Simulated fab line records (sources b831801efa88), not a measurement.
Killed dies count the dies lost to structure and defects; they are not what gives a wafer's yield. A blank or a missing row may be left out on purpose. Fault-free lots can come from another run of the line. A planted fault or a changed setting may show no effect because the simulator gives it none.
Problem report, 8D (eight disciplines) form, completed by code ; flow sky130 ; the parts of the form that need people (team, actions taken, sign-off) are left out

== 1. THE PROBLEM ==
Wafers free of any fault read 458.4 (standard deviation 2) for LDD_HVP_TW at SKY_LDD_HVP_TW_MEAS_10, against a mean of 718.6 on 6 wafers of 2 lots. That is +99 or more standard deviations from the usual mean.
First seen on wafer L299.1, day 28 01:28, on film metro-03. Wafers with a number at this step in the record: 36, from 12 lots. Rule for "out" (also "out of limits"): further than 4 standard deviations from the usual mean. Any other wafer with a number is counted as sound.

== 2. WHAT IT IS, AND WHAT IT ISN'T ==
question;is;is not
which readings at this step;LDD_HVP_TW;-
which lots;L299, L301;L282, L284, L285, L286, L288, L290, L291, L300, L303, L304
which wafers of those lots;all that have a number;-
read on which gauges;film metro-03, film metro-04;film metro-01
when;from day 28 01:28;"up to then (21 sound wafers); but 9 sound wafers of L300, L303, L304 came after"

== 3. THE SUSPECTS, EACH WITH WHAT RULES IT OUT ==
Counting: any tool at a process step up to the reading is kept as a suspect provided that every lot that is out went through it and no sound lot did after the first of them.
- the gauge at SKY_LDD_HVP_TW_MEAS_10 has been ruled out. 2 gauges (film metro-03, film metro-04) read the wafers that are out.
- implanter-02 at SKY_LDD_HVP_IMPLANT_08: kept. All lots that are out passed through it, beginning with L299 at day 28 01:13, and no sound lot followed; its final sound lot before that point was L288 at day 24 12:11. On those wafers its own readings are out: dose ions cm2, faraday current uA.
The count leaves implanter-02 at SKY_LDD_HVP_IMPLANT_08.

== 4. THE CAUSE (what the simulator had put in) ==
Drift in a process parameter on implanter-02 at SKY_LDD_HVP_IMPLANT_08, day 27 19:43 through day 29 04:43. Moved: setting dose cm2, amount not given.
The count eliminated every tool but this one.

== 5. SEQUENCE OF EFFECTS, ordered by route ==
Each row: a reading whose mean over the struck wafers that have a number lies more than 3 standard deviations from the usual. Only readings whose record carries a usual standard deviation are examined. hours: median over the lots of the time between each lot's start at the first step of this table that gives one and its start at this step. sigmas: the change, counted in usual standard deviations.
hours;step;reading;usual;on struck wafers;change;sigmas
0;SKY_LDD_HVP_IMPLANT_08;dose ions cm2;1.6999e+13;7.1938e+13;+5.4939e+13;+99 or more
0;SKY_LDD_HVP_IMPLANT_08;faraday current uA;96.0;405.1;+309.1;+99 or more
0;SKY_LDD_HVP_TW_MEAS_10;LDD_HVP_TW;458.4;718.6;+260.2;+99 or more
Here are the process steps it includes:
- SKY_LDD_HVP_IMPLANT_08

== 6. HOW IT WOULD HAVE BEEN CAUGHT EARLIER ==
In this record the first reading out of limits at a measuring or inspecting step was taken at day 28 01:28, 6 hours after the fault began at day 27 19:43.
The tool's own readings at SKY_LDD_HVP_IMPLANT_08 were out on every struck wafer that the step has a row for (dose ions cm2, faraday current uA): an alarm limit on them would have fired on the first of those.
Among the 2 lots that are out, L301 began SKY_LDD_HVP_IMPLANT_08 on implanter-02 after day 28 01:28. Had the tool been put on hold then, it would have been spared.
